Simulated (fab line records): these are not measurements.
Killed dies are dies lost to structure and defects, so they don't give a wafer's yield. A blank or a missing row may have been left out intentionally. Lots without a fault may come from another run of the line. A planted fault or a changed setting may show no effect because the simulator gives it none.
Chamber matching | flow sky130 | cmp-01 running SKY_VIA2_CMP_24: 4 sister chambers
The step polishes, stops on SiO2, t overpolish 20 s, target thk 0 nm. 14 wafers are shown with their chamber, then 7 later ones without.

EACH WAFER AND ITS CHAMBER
wafer  | chamber | motor current A (A) | overpolish run s (s) | time to endpoint s (s)
L971.1 | 1       | 9.2                 | 20.004               | 106
L971.4 | 3       | 11.4                | 19.991               | 101
L971.5 | 2       | 10.4                | 19.993               | 100
L978.1 | 1       | 9.5                 | 19.998               | 103
L978.2 | 0       | 11.6                | 20.003               | 99
L978.5 | 0       | 11.7                | 19.999               | 98
L983.1 | 2       | 9.6                 | 19.994               | 107
L983.4 | 1       | 8.9                 | 20.014               | 109
L983.6 | 1       | 8.2                 | 20.001               | 106
L984.1 | 1       | 9.0                 | 20.005               | 103
L984.4 | 3       | 10.8                | 20.001               | 104
L984.5 | 3       | 11.6                | 20.008               | 105
L990.2 | 3       | 11.2                | 20.007               | 99
L990.3 | 1       | 9.0                 | 20.012               | 100

SIGNATURES, as means of the wafers listed above
reading            | chamber 0 | chamber 1 | chamber 2 | chamber 3 | scatter within a chamber
motor current A    | 11.650    | 8.967     | 10.000    | 11.250    | 0.401
overpolish run s   | 20.00100  | 20.00567  | 19.99350  | 20.00175  | 0.0062
time to endpoint s | 98.50     | 104.50    | 103.50    | 102.25    | 3.12
Rule: for a wafer and a chamber, the distance is found by dividing, reading by reading, the gap between the wafer's reading and the chamber's mean by the reading's scatter, squaring, summing and taking the root. The wafer belongs to the nearest chamber; if the next one is less than 2 further off, it can't be placed. The scatter: the root of (the sum of the squares of (reading less its chamber's mean) over the shown wafers, divided by (wafers less chambers)).

WAFERS WITHOUT THEIR CHAMBER
wafer  | motor current A (A) | overpolish run s (s) | time to endpoint s (s)
L990.6 | 9.4                 | 19.987               | 103
L992.1 | 9.0                 | 19.986               | 99
L992.4 | 10.9                | 20.006               | 93
L992.5 | 10.2                | 20.011               | 96
L994.1 | 10.0                | 19.994               | 96
L994.3 | 9.4                 | 19.993               | 101
L994.4 | 11.6                | 19.998               | 100

WHICH CHAMBER EACH WENT THROUGH
wafer  | from the rows above               | in truth
L990.6 | can't be placed: 2 or 1           | 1
L992.1 | can't be placed: 2 or 1           | 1
L992.4 | can't be placed: 0 or 3 or 2      | 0
L992.5 | can't be placed: 3 or 2 or 0 or 1 | 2
L994.1 | can't be placed: 2 or 3 or 1 or 0 | 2
L994.3 | can't be placed: 2 or 1           | 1
L994.4 | can't be placed: 0 or 3           | 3
Placed correctly: 0 of 7. Not placeable from these rows: 7 (in 7, the candidates include the true chamber). Number placed wrongly: 0.
